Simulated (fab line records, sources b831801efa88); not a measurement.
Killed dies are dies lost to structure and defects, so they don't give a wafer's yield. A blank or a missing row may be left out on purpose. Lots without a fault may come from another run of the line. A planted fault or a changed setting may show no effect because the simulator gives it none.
Chamber matching | flow sky130 | SKY_VIA1_ETCH_15 on rie_diel-03: 4 sister chambers
The step etches SiO2 in C4F8/O2/Ar, stops on TiN, target depth 351 nm, time 52.16 s. 8 wafers are shown with their chamber, then 8 later ones without.

WAFERS WITH THEIR CHAMBER
wafer  | chamber | oes_product_au (a.u.)
L084.3 | 3       | 1.006
L084.5 | 3       | 1.007
L086.4 | 2       | 0.988
L086.5 | 1       | 0.991
L087.1 | 0       | 0.982
L087.2 | 2       | 0.991
L087.3 | 1       | 0.986
L087.4 | 0       | 0.984

WAFERS WITHOUT THEIR CHAMBER
wafer  | oes_product_au (a.u.)
L087.5 | 0.980
L087.6 | 1.000
L088.1 | 0.998
L088.2 | 0.986
L088.3 | 0.988
L088.4 | 0.986
L088.5 | 0.991
L088.6 | 0.988

WHICH CHAMBER EACH WENT THROUGH
wafer  | from the rows above          | in truth
L087.5 | 0                            | 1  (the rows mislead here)
L087.6 | can't be placed: 3 or 2      | 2
L088.1 | can't be placed: 2 or 3 or 1 | 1
L088.2 | can't be placed: 1 or 0 or 2 | 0
L088.3 | can't be placed: 1 or 2      | 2
L088.4 | can't be placed: 1 or 0 or 2 | 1
L088.5 | can't be placed: 2 or 1      | 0
L088.6 | can't be placed: 1 or 2      | 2
Placed correctly: 0 of 8. Can't be placed from these rows: 7 (the true chamber is among the candidates in 6). Placed wrongly: 1.
How it was worked out, from the rows above alone: a wafer's distance from a chamber is the root of the sum, over the readings, of the square of ((its reading less the chamber's mean) divided by the reading's scatter). The wafer belongs to the nearest chamber; if the next one is less than 2 further off, it can't be placed. A chamber's mean is the mean of its shown wafers. The scatter: the root of (the sum of the squares of (reading less its chamber's mean) over the shown wafers, divided by (wafers less chambers)).
